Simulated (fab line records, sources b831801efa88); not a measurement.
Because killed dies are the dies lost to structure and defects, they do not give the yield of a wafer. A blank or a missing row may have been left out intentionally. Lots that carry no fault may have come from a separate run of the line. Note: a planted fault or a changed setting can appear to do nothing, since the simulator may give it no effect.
Which tool did it? + flow gf180mcu + 18 wafers from 6 lots sampled at 3 of the route's 602 steps

WHAT THE GAUGES SHOWED, per wafer
GF_V4_RS_MEAS_24: the measuring method here is four-point-probe.
| lot  | measured     | on            | V4_W_RS (ohm/sq)                    |
|------|--------------|---------------|-------------------------------------|
| L657 | day 25 06:15 | film metro-04 | 0.325 0.330 0.332                   |
| L659 | day 25 19:41 | film metro-02 | 0.323 0.325 0.319                   |
| L661 | day 26 14:10 | film metro-02 | 0.332 0.331 0.331                   |
| L664 | day 27 07:03 | film metro-02 | 0.329 0.321 0.326                   |
| L668 | day 28 20:36 | film metro-02 | 0.329 0.329 0.328                   |
| L670 | day 29 08:55 | film metro-04 | 0.223 0.222 0.221 0.224 0.222 0.221 |

WHAT TOOL EACH LOT RAN ON (gives the tool, then ch and the chambers of the sampled wafers, and finally the start)
| lot  | GF_M4_STRIP_17                       | GF_V4_CVD_23                  |
|------|--------------------------------------|-------------------------------|
| L657 | plasma asher-01 ch 0, day 24 05:55   | cvd w-01 ch 0,1, day 25 06:07 |
| L659 | plasma asher-01 ch 0,1, day 24 20:46 | cvd w-01 ch 0,1, day 25 19:34 |
| L661 | plasma asher-01 ch 0,1, day 25 15:21 | cvd w-02 ch 0,1, day 26 14:04 |
| L664 | plasma asher-04 ch 0,1, day 26 07:55 | cvd w-02 ch 0, day 27 06:55   |
| L668 | plasma asher-04 ch 0,1, day 27 22:25 | cvd w-01 ch 0,1, day 28 20:28 |
| L670 | plasma asher-04 ch 0,1, day 28 11:11 | cvd w-01 ch 0,1, day 29 08:48 |
- GF_M4_STRIP_17: strips in O2/N2.
- GF_V4_CVD_23: deposits W, target thk 350 nm, time 104.9 s.

THE ANSWER, worked out from the rows above alone
Rule: what is usual is taken from the lots themselves. Put in order of their means at a reading, lots are off if they are a third of the lots or fewer, leave a main group of 4 or more, and stand apart from it by a gap of 3 or more times the standard deviation of the main group's means; of several such gaps the widest counts. Not used: any main group whose means are identical at the precision the tables above print for the reading. Also off: a lot with no number at a reading for which 4 or more lots have one. Any other lot the step has rows for is counted as sound.
Off: L670, at GF_V4_RS_MEAS_24 (V4_W_RS). For the main group the mean is 0.327 ohm/sq and the standard deviation 0.0031.
A tool fits if, at a process step before that reading, it ran every lot that is off, and no sound lot after the first of them. The gauges at GF_V4_RS_MEAS_24 are tried like those tools. Can't be told from this: 3 tools fit, plasma asher-04 at GF_M4_STRIP_17, cvd w-01 at GF_V4_CVD_23, film metro-04 at GF_V4_RS_MEAS_24.

WHAT HAD BEEN PUT IN BY THE SIMULATOR
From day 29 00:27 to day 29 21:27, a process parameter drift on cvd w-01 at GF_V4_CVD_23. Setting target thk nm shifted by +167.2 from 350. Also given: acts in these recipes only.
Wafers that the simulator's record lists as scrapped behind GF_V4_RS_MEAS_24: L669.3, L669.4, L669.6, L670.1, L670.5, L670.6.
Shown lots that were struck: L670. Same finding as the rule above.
